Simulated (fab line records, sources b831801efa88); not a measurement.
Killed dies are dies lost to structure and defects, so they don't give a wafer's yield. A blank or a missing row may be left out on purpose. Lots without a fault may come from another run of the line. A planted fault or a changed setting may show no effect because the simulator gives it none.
Which tool did it? | flow sky130 | 10 lots, 30 wafers sampled, at 3 steps of a route of 708

WHAT THE GAUGES READ, wafer by wafer
SKY_VIA1_THK_MEAS_01. Usual: VIA1_HDPCVD_THK 1031 nm, standard deviation 10.
lot  | measured     | on            | VIA1_HDPCVD_THK (nm) | flag
L240 | day 32 14:00 | film_metro-04 | 1012 1021 1028       |
L246 | day 35 01:09 | film_metro-01 | 1028 1039 1035       |
L248 | day 35 12:22 | film_metro-01 | 1019 1018 1021       |
L252 | day 36 17:49 | film_metro-04 | 1017 1037 1018       |
L253 | day 37 06:28 | film_metro-04 | 1032 1032 1018       |
L257 | day 38 04:57 | film_metro-01 | 1035 1024 1020       |
L258 | day 38 07:54 | film_metro-01 | 1041 1034 1033       |
L260 | day 39 02:27 | film_metro-02 | 1035 1034 1034       |
L262 | day 39 08:40 | film_metro-04 | 1003 1021 1021       |
L263 | day 39 17:31 | film_metro-01 | 1043 1044 1042       |

SKY_VIA1_BOW_MEAS_03. Usual: VIA1_BOW 78 um, standard deviation 6.7.
lot  | measured     | on            | VIA1_BOW (um) | flag
L240 | day 32 14:22 | film_metro-02 | 91 86 74      |
L246 | day 35 01:32 | film_metro-04 | 85 63 79      |
L248 | day 35 12:44 | film_metro-02 | 73 78 85      |
L252 | day 36 18:11 | film_metro-04 | 84 87 83      |
L253 | day 37 06:49 | film_metro-01 | 84 73 76      |
L257 | day 38 05:20 | film_metro-04 | 75 89 80      |
L258 | day 38 08:17 | film_metro-01 | 82 66 77      |
L260 | day 39 02:52 | film_metro-01 | 66 87 81      |
L262 | day 39 09:02 | film_metro-02 | 68 81 65      |
L263 | day 39 17:53 | film_metro-01 | 81 71 72      |

WHICH TOOL RAN EACH LOT (tool, then ch and the chambers of the sampled wafers, then the start)
lot  | SKY_METAL1_STRIP_20
L240 | plasma_asher-01 ch 0,1, day 32 12:47
L246 | plasma_asher-02 ch 0,1, day 35 00:25
L248 | plasma_asher-02 ch 0,1, day 35 11:38
L252 | plasma_asher-03 ch 0,1, day 36 17:07
L253 | plasma_asher-01 ch 0,1, day 37 05:45
L257 | plasma_asher-03 ch 0,1, day 38 03:49
L258 | plasma_asher-03 ch 0,1, day 38 06:46
L260 | plasma_asher-03 ch 0,1, day 39 01:43
L262 | plasma_asher-02 ch 0,1, day 39 07:55
L263 | plasma_asher-01 ch 0,1, day 39 16:49
- SKY_METAL1_STRIP_20: strips in O2/N2.

WHAT THE TOOLS THEMSELVES READ (means of the sampled wafers that have a number; where no wafer has one, the mark that the record gives instead)
SKY_METAL1_STRIP_20. Usual: chamber_pressure_mTorr 1500.1 mTorr, standard deviation 1.4; drypump_motor_current_A 5.8 A, standard deviation 0.58; oes_product_au 0.342 a.u., standard deviation 0.0045; strip_time_to_endpoint_s 2.69 s, standard deviation 0.041.
lot  | tool            | chamber_pressure_mTorr (mTorr) | drypump_motor_current_A (A) | oes_product_au (a.u.) | strip_time_to_endpoint_s (s) | flag
L240 | plasma_asher-01 | 1499.6                         | 6.1                         | 0.347                 | 2.73                         |
L246 | plasma_asher-02 | 1499.8                         | 5.7                         | 0.341                 | 2.73                         |
L248 | plasma_asher-02 | 1501.2                         | 6.2                         | 0.344                 | 2.73                         |
L252 | plasma_asher-03 | 1500.0                         | 5.3                         | 0.341                 | 2.66                         |
L253 | plasma_asher-01 | 1500.0                         | 6.2                         | 0.341                 | 2.67                         |
L257 | plasma_asher-03 | 1502.0                         | 5.7                         | 0.340                 | 2.69                         |
L258 | plasma_asher-03 | 1500.0                         | 5.7                         | 0.345                 | 2.69                         |
L260 | plasma_asher-03 | 1500.2                         | 5.6                         | 0.341                 | 2.67                         |
L262 | plasma_asher-02 | 1500.6                         | 6.2                         | 0.342                 | 2.68                         |
L263 | plasma_asher-01 | 1501.0                         | 6.1                         | 0.337                 | 2.69                         |

THE ANSWER, worked out from the rows above alone
Rule: a lot is off if the mean of its wafers that have a number lies more than 3 standard deviations from the usual mean. A lot without any number at a reading at which 4 lots or more have one is off too. The other lots that the step has rows for count as sound. The gauges are gone through in route order, then the tools' own readings, and for those a lot's mean is taken as printed above. The first step at which some lot is off is used, and at that step the reading that is off furthest; a lot without a number counts as furthest.
No lot is off at any reading shown: from this, nothing can be told.

WHAT THE SIMULATOR HAD PUT IN
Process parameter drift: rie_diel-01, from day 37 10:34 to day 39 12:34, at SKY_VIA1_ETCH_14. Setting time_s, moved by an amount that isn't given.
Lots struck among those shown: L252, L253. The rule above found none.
